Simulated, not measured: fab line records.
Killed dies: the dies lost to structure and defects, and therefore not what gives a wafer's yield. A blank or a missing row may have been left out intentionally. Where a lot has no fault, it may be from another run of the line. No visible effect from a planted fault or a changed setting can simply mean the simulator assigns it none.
Code-filled problem report in 8D (eight disciplines) form :: flow sky130 :: the parts of the form that need people (team, actions taken, sign-off) are left out

== 1. PROBLEM STATEMENT ==
At SKY_GATE_OXIDE_WET_ETCH_12, runLengthS averages 162 s over 6 wafers from 2 lots, while fault-free wafers read 364 s, standard deviation 3.3. Measured from the usual mean, that is -61 standard deviations.
The step: etches SiO2 in dHF, target depth 16.8 nm, time 336 s.
First observed at day 19 17:31: wafer L568.1, on wetBench-01. The record holds 39 wafers of 13 lots with a number at this step. By rule, "out" or "out of limits" means more than 4 standard deviations away from the usual mean. All remaining wafers that have a number are taken as sound.

== 2. WHAT IT IS, AND WHAT IT ISN'T ==
question: which readings at this step
is: runLengthS
is not: -

question: which lots
is: L568, L573
is not: L555, L558, L559, L560, L562, L563, L565, L566, L574, L575, L576

question: which wafers of those lots
is: all that have a number
is not: -

question: read on which tools
is: wetBench-01
is not: wetBench-02, wetBench-03

question: when
is: from day 19 17:31
is not: up to then (24 sound wafers); but 9 sound wafers of L574, L575, L576 came after

== 3. SUSPECTS, AND WHAT RULES EACH OUT ==
Counting: any tool at a process step up to the reading is kept as a suspect provided that every lot that is out went through it and no sound lot did after the first of them.
- wetBench-01 at SKY_GATE_OXIDE_WET_ETCH_12 (etches SiO2 in dHF, target depth 16.8 nm, time 336 s): kept. It ran every lot that is out, first L568 (day 19 17:31), and no sound lot after that; its last sound lot up to then is L566 (day 18 16:07). Out on those wafers are its own readings of runLengthS.
Remaining after the count: wetBench-01 at SKY_GATE_OXIDE_WET_ETCH_12.

== 4. THE CAUSE (what the simulator had put in) ==
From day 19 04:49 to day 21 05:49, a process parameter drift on wetBench-01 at SKY_GATE_OXIDE_WET_ETCH_12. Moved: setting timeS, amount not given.
Counting left only this tool.

== 5. THE EFFECT CHAIN, in route order ==
Each row: a reading whose mean over the struck wafers that have a number lies more than 3 standard deviations from the usual. Readings are gone through only where the record gives a usual standard deviation; hours: the median, over the lots, of the time from a lot's start at the first step in this table giving one to that lot's start at this step; sigmas: the change measured in usual standard deviations.
hours: 0
step: SKY_GATE_OXIDE_WET_ETCH_12
reading: runLengthS
usual: 364 s
on struck wafers: 162
change: -202
sigmas: -61

hours: 717
step: SKY_PAD_OPEN_PROBE_99
reading: killedAtFrontEnd
usual: 15
on struck wafers: 421
change: +406
sigmas: +97

hours: 717
step: SKY_PAD_OPEN_PROBE_99
reading: killedDies
usual: 87
on struck wafers: 492
change: +405
sigmas: +42

hours: 717
step: SKY_PAD_OPEN_PROBE_99
reading: killedOnRim
usual: 17
on struck wafers: 96
change: +79
sigmas: +19
It contains these process steps:
- SKY_GATE_OXIDE_WET_ETCH_12: etches SiO2 in dHF, target depth 16.8 nm, time 336 s.
- SKY_PAD_OPEN_PROBE_99

== 6. WHAT WOULD HAVE CAUGHT IT SOONER ==
In this record the first reading out of limits was taken at day 19 17:31, 13 hours after the fault began at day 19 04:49.
